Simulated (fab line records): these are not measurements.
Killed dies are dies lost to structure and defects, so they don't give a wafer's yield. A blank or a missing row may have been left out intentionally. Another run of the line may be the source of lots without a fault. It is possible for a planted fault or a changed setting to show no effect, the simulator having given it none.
What tool caused it? / flow sky130 / 6 lots, 18 wafers sampled, at 2 steps of a route of 708

WHAT EACH GAUGE READ, for each wafer
SKY_VT_ADJUST_HVTP_TW_MEAS_11.
lot=L380; measured=day 6 14:53; on=film-metro-04; VT_ADJUST_HVTP_TW=1359 1363 1358
lot=L382; measured=day 7 06:34; on=film-metro-03; VT_ADJUST_HVTP_TW=1361 1363 1366
lot=L387; measured=day 8 10:38; on=film-metro-03; VT_ADJUST_HVTP_TW=670 666 661
lot=L393; measured=day 9 23:07; on=film-metro-02; VT_ADJUST_HVTP_TW=1354 1355 1347
lot=L396; measured=day 10 19:32; on=film-metro-02; VT_ADJUST_HVTP_TW=1360 1365 1355
lot=L401; measured=day 12 02:59; on=film-metro-02; VT_ADJUST_HVTP_TW=1352 1347 1355

EACH LOT AND THE TOOL THAT RAN IT (in order: tool; ch and the chambers of the sampled wafers; start)
lot=L380; SKY_VT_ADJUST_HVTP_IMPLANT_09=implanter-01 ch 0, day 6 14:38
lot=L382; SKY_VT_ADJUST_HVTP_IMPLANT_09=implanter-02 ch 0, day 7 06:19
lot=L387; SKY_VT_ADJUST_HVTP_IMPLANT_09=implanter-01 ch 0, day 8 10:25
lot=L393; SKY_VT_ADJUST_HVTP_IMPLANT_09=implanter-03 ch 0, day 9 22:52
lot=L396; SKY_VT_ADJUST_HVTP_IMPLANT_09=implanter-02 ch 0, day 10 19:17
lot=L401; SKY_VT_ADJUST_HVTP_IMPLANT_09=implanter-02 ch 0, day 12 02:45
- SKY_VT_ADJUST_HVTP_IMPLANT_09

THE ANSWER, worked out from the rows above alone
Rule: usual is defined by the lots themselves. Put in order of their means at a reading, lots are off if they are a third of the lots or fewer, leave a main group of 4 or more, and stand apart from it by a gap of 3 or more times the standard deviation of the main group's means; of several such gaps the widest counts. Not used: any main group whose means are identical at the precision the tables above print for the reading. A lot without any number at a reading at which 4 lots or more have one is off too. Where the step has rows for the other lots, those lots are counted as sound.
Off: L387, at SKY_VT_ADJUST_HVTP_TW_MEAS_11 (VT_ADJUST_HVTP_TW). The main group: mean 1357, standard deviation 4.8.
If a tool, at a process step before that reading, ran all the lots that are off and no sound lot after the first of them, it fits. Those tools and the gauges at SKY_VT_ADJUST_HVTP_TW_MEAS_11 are tried in the same way. This does not decide it: 2 tools fit, namely implanter-01 at SKY_VT_ADJUST_HVTP_IMPLANT_09 and film-metro-03 at SKY_VT_ADJUST_HVTP_TW_MEAS_11.

WHAT THE SIMULATOR HAD PUT IN
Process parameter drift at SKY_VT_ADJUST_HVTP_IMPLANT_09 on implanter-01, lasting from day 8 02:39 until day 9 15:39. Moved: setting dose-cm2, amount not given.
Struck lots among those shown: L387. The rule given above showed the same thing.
